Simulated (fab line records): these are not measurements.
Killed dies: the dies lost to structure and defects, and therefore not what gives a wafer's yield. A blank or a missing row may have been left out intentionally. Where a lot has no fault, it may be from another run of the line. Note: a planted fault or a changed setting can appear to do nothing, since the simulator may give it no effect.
The tool behind it: which one? -- flow gf180mcu -- at 1 step of a route of 602, 12 lots with 36 wafers sampled

== WHAT EACH GAUGE READ, for each wafer ==
GF_POLY_GATE_THK_MEAS_17.
lot,measured,on,POLY_GATE_OXIDATION_THK (nm)
L075,day 9 10:27,film_metro-02,3.90 3.87 3.96
L077,day 10 05:47,film_metro-03,4.10 4.12 4.04
L079,day 10 13:59,film_metro-02,4.02 3.94 4.10
L081,day 11 05:04,film_metro-03,3.97 3.84 3.98
L083,day 11 18:05,film_metro-03,3.96 4.00 3.97
L085,day 12 11:55,film_metro-01,3.92 3.94 3.84
L087,day 13 09:44,film_metro-01,3.91 3.94 3.92
L089,day 13 22:53,film_metro-02,4.02 3.99 3.96
L091,day 14 08:13,film_metro-01,3.92 3.88 3.92
L093,day 15 02:54,film_metro-03,3.97 4.01 3.97
L095,day 15 12:09,film_metro-02,4.11 4.10 4.19
L097,day 16 11:28,film_metro-01,3.89 3.88 3.97

== WHICH TOOL RAN EACH LOT (tool, then ch and the chambers of the sampled wafers, then the start) ==
The record shows no process step preceding these readings.

== THE ANSWER, worked out from the rows above alone ==
Rule: the lots themselves supply what counts as usual. Put in order of their means at a reading, lots are off if they are a third of the lots or fewer, leave a main group of 4 or more, and stand apart from it by a gap of 3 or more times the standard deviation of the main group's means; of several such gaps the widest counts. A main group whose means are all the same, to the digits that the tables above print for the reading, isn't used. Also off: a lot with no number at a reading for which 4 or more lots have one. Where the step has rows for the other lots, those lots are counted as sound.
No lot is off at any reading shown: from this, nothing can be told.

== WHAT THE SIMULATOR HAD PUT IN ==
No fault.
